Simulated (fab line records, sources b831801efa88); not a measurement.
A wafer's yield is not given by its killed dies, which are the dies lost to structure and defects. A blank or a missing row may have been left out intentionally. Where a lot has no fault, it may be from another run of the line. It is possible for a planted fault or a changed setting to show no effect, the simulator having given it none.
Comparing a struck lot with a sound one    flow sky130    17 steps out of a route of 708
Sound: wafers L793.1, L793.3, L793.4. Wafers L804.1, L804.4, L804.6 were the ones struck. Last of all comes the cause.
For every step that has rows: the tool of each side, followed by ch and its chambers, followed by its first start. Under that, the readings that differ: sound wafers    struck wafers    difference of the means    sigmas: that difference in standard deviations of wafers without a fault.
alike: a reading whose means differ by less than 2 such deviations, as well as words and numbers matching on both sides. not compared: withheld readings; readings where some wafer has no value; bounds like >300 that might hide an equal value; numbers whose values overlap and for which the record gives no deviation.
Wherever a step has rows on one side only, a row that says differs or no value, or a row with sigmas, the two part there. Non-overlapping numbers with no deviation appear without sigmas and do not part them. A reading that every wafer of one side lacks parts them only if that side has two wafers or more.

first, 3 steps without rows for these wafers: SKY_METAL4_CLEAN_21 (cleans in IPA, time 180 s); SKY_METAL4_CLEAN_22 (cleans in O3/DIW); SKY_VIA4_HDPCVD_00 (deposits SiO2, target thk 1750 nm, time 300.4 s).
SKY_VIA4_THK_MEAS_01:
  sound on filmMetro-04, day 43 04:55; struck on filmMetro-03, day 46 02:14
  alike: VIA4_HDPCVD_THK
SKY_VIA4_CMP_02: polishes SiO2.
  sound on cmp-01 ch 0,1,3, day 43 05:02; struck on cmp-01 ch 0,2,3, day 46 02:23
  alike: headPressurePsi, motorCurrentA
SKY_VIA4_BOW_MEAS_03:
  sound on filmMetro-03, day 43 05:17; struck on filmMetro-01, day 46 02:35
  alike: VIA4_BOW
then, 6 steps without rows for these wafers: SKY_VIA4_DEHYDRATE_04 (time 60 s); SKY_VIA4_HMDS_05 (prime time 60 s); SKY_VIA4_COAT_06 (resist thk 1140 nm); SKY_VIA4_SOFTBAKE_07 (time 60 s); SKY_VIA4_EXPOSE_08 (exposes mask VIM4, target cd 800 nm); SKY_VIA4_PEB_09.
SKY_VIA4_DEVELOP_10: develop time 60 s.
  sound on lithoTrack-04 ch 0, day 44 04:20; struck on lithoTrack-04 ch 0, day 46 22:32
SKY_VIA4_OVL_MEAS_11:
  sound on overlay-01, day 44 04:29; struck on overlay-02, day 46 22:41
  alike: VIA4_OVL
SKY_VIA4_ETCH_12: etches SiO2 in C4F8/O2/Ar, stops on TiN, target depth 580 nm.
  sound on rieDiel-01 ch 0,1,2, day 44 04:32; struck on rieDiel-03 ch 1,3, day 46 22:44
reading               sound              struck             difference  sigmas
model.VIA4.cdNm (nm)  801.4 799.1 801.8  792.2 791.1 789.8  -9.7        
  alike: oesProductAu
SKY_VIA4_STRIP_13: strips in O2/N2.
  sound on plasmaAsher-01 ch 0,1, day 44 04:36; struck on plasmaAsher-03 ch 0,1, day 46 22:48
  alike: drypumpMotorCurrentA, oesProductAu, stripTimeToEndpointS
  not compared: rfHoursCounterH
-- the record jumps here: 3 days lie between the struck wafers' starts before and after (it left off in module VIA4 and takes up again in module PAD_OPEN, whose first step shown is number 708 of the route) --
SKY_PAD_OPEN_PROBE_99:
  record: rows for the struck wafers here (prober-02, day 49 11:33), none for the sound ones

== WHERE THEY PART ==
SKY_PAD_OPEN_PROBE_99 only, going by this record.

WHY: what the simulator had put in
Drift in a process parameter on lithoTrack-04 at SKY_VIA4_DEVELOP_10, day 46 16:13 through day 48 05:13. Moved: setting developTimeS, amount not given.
